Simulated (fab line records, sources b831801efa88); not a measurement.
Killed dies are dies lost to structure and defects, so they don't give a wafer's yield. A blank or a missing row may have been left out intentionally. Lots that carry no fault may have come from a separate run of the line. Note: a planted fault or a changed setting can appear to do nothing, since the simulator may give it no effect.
The tool behind it: which one?	flow sfq_line	route of 325 steps, sampled at 1 step: 13 lots, 39 wafers

WHAT THE GAUGES READ, wafer by wafer
The record lacks any reading of a measuring or inspecting step that a usual standard deviation could be used to judge.

EACH LOT AND THE TOOL THAT RAN IT (in order: tool; ch and the chambers of the sampled wafers; start)
lot	SFQ_TRILAYER_I3_DEP_PECVD_081
L523	pecvd-01 ch 0,1, day 37 06:34
L526	pecvd-02 ch 0,2, day 37 17:39
L531	pecvd-04 ch 0,1,2, day 40 10:59
L532	pecvd-02 ch 0,1,2, day 40 14:35
L533	pecvd-01 ch 0,1,2, day 40 22:49
L534	pecvd-02 ch 1,2, day 41 03:37
L536	pecvd-01 ch 1,2, day 42 00:01
L537	pecvd-02 ch 0,1, day 42 04:55
L538	pecvd-02 ch 0,1,2, day 42 09:40
L539	pecvd-01 ch 1,2, day 43 05:35
L543	pecvd-04 ch 0,1,2, day 49 00:13
L544	pecvd-04 ch 1,2, day 50 18:31
L545	pecvd-04 ch 0,1,2, day 50 22:07
- SFQ_TRILAYER_I3_DEP_PECVD_081: deposits SiO2 from SiH4/N2O, time 111.11 s, target thk 500 nm.

WHAT THE TOOLS THEMSELVES READ (means of the sampled wafers that have a number; where no wafer has one, the mark that the record gives instead)
SFQ_TRILAYER_I3_DEP_PECVD_081. Usual: heater_power_w 83 W, standard deviation 15; run_length_s 139.3 s, standard deviation 0.57; throttle_valve_pct 25.3 %, standard deviation 1.1.
lot	tool	heater_power_w (W)	run_length_s (s)	throttle_valve_pct (%)	flag
L523	pecvd-01	92	139.8	25.3	
L526	pecvd-02	58	139.5	24.8	
L531	pecvd-04	89	136.4	25.0	OFF
L532	pecvd-02	76	139.6	26.0	
L533	pecvd-01	90	139.4	25.3	
L534	pecvd-02	85	139.3	27.1	
L536	pecvd-01	86	138.9	24.8	
L537	pecvd-02	88	139.5	27.2	
L538	pecvd-02	76	139.6	26.2	
L539	pecvd-01	87	139.0	24.9	
L543	pecvd-04	89	139.1	24.7	
L544	pecvd-04	86	139.3	24.7	
L545	pecvd-04	89	139.2	24.6	

THE ANSWER, worked out from the rows above alone
Rule: lot off if the mean of its wafers having a number is beyond 3 standard deviations from the usual mean. A lot without any number at a reading at which 4 lots or more have one is off too. Any other lot the step has rows for is counted as sound. First the gauges in route order, then the tools' own readings, where a lot's mean is used as printed above. The first step at which some lot is off is used, and at that step the reading that is off furthest; a lot without a number counts as furthest.
Off at SFQ_TRILAYER_I3_DEP_PECVD_081 (run_length_s): L531.
A tool fits if, at that step or a process step before it, it ran every lot that is off, and no sound lot after the first of them. No candidate that was tried fits.

WHAT THE SIMULATOR HAD PUT IN
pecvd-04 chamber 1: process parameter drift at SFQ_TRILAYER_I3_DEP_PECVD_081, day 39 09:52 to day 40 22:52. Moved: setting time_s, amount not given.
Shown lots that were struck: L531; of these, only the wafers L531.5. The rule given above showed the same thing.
